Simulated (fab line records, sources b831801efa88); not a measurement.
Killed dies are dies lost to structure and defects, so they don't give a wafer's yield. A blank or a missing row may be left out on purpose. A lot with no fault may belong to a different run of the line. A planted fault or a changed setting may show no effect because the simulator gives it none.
Matching of chambers || flow sky130 || cmp-01 running SKY_FIELD_ISO_CMP_27: 4 sister chambers
The step polishes, stops on Si3N4, t overpolish 16 s, target thk 457.8 nm. 4 wafers are shown with their chamber, then 12 later ones without.

## WAFERS WITH THEIR CHAMBER
{"wafer": "L088.3", "chamber": 2, "motorCurrentA (A)": 10.6}
{"wafer": "L091.1", "chamber": 3, "motorCurrentA (A)": 12.9}
{"wafer": "L091.3", "chamber": 1, "motorCurrentA (A)": 12.6}
{"wafer": "L091.4", "chamber": 0, "motorCurrentA (A)": 11.6}

## WAFERS MISSING THEIR CHAMBER
{"wafer": "L092.2", "motorCurrentA (A)": 11.6}
{"wafer": "L092.4", "motorCurrentA (A)": 12.3}
{"wafer": "L092.5", "motorCurrentA (A)": 11.0}
{"wafer": "L093.2", "motorCurrentA (A)": 12.5}
{"wafer": "L093.5", "motorCurrentA (A)": 12.6}
{"wafer": "L093.6", "motorCurrentA (A)": 11.3}
{"wafer": "L094.4", "motorCurrentA (A)": 12.3}
{"wafer": "L094.5", "motorCurrentA (A)": 10.7}
{"wafer": "L094.6", "motorCurrentA (A)": 13.3}
{"wafer": "L096.1", "motorCurrentA (A)": 12.8}
{"wafer": "L096.5", "motorCurrentA (A)": 12.4}
{"wafer": "L096.6", "motorCurrentA (A)": 10.7}

## CHAMBER TAKEN BY EACH
{"wafer": "L092.2", "from the rows above": 0, "in truth": 0}
{"wafer": "L092.4", "from the rows above": "can't be placed: 1 or 3 or 0", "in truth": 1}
{"wafer": "L092.5", "from the rows above": "can't be placed: 2 or 0", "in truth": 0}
{"wafer": "L093.2", "from the rows above": "can't be placed: 1 or 3", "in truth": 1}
{"wafer": "L093.5", "from the rows above": "can't be placed: 1 or 3", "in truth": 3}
{"wafer": "L093.6", "from the rows above": "can't be placed: 0 or 2", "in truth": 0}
{"wafer": "L094.4", "from the rows above": "can't be placed: 1 or 3 or 0", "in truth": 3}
{"wafer": "L094.5", "from the rows above": 2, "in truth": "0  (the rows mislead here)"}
{"wafer": "L094.6", "from the rows above": "can't be placed: 3 or 1", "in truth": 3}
{"wafer": "L096.1", "from the rows above": "can't be placed: 3 or 1", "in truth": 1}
{"wafer": "L096.5", "from the rows above": "can't be placed: 1 or 3", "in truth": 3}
{"wafer": "L096.6", "from the rows above": 2, "in truth": 2}
Correct placement for 2 of the 12. From these rows, 9 cannot be placed; in 9 the true chamber is one of the candidates. Placed wrongly: 1.
How it was worked out, from the rows above alone: a wafer's distance from a chamber is the root of the sum, over the readings, of the square of ((its reading less the chamber's mean) divided by the reading's scatter). If the next closest chamber is less than 2 further off than the closest, the wafer can't be placed; otherwise it belongs to the closest. For every chamber, the mean is computed from those of its wafers that are shown. The scatter: with one shown wafer a chamber, the root of the mean of the squares of how far each hidden wafer lies from its nearest shown one.
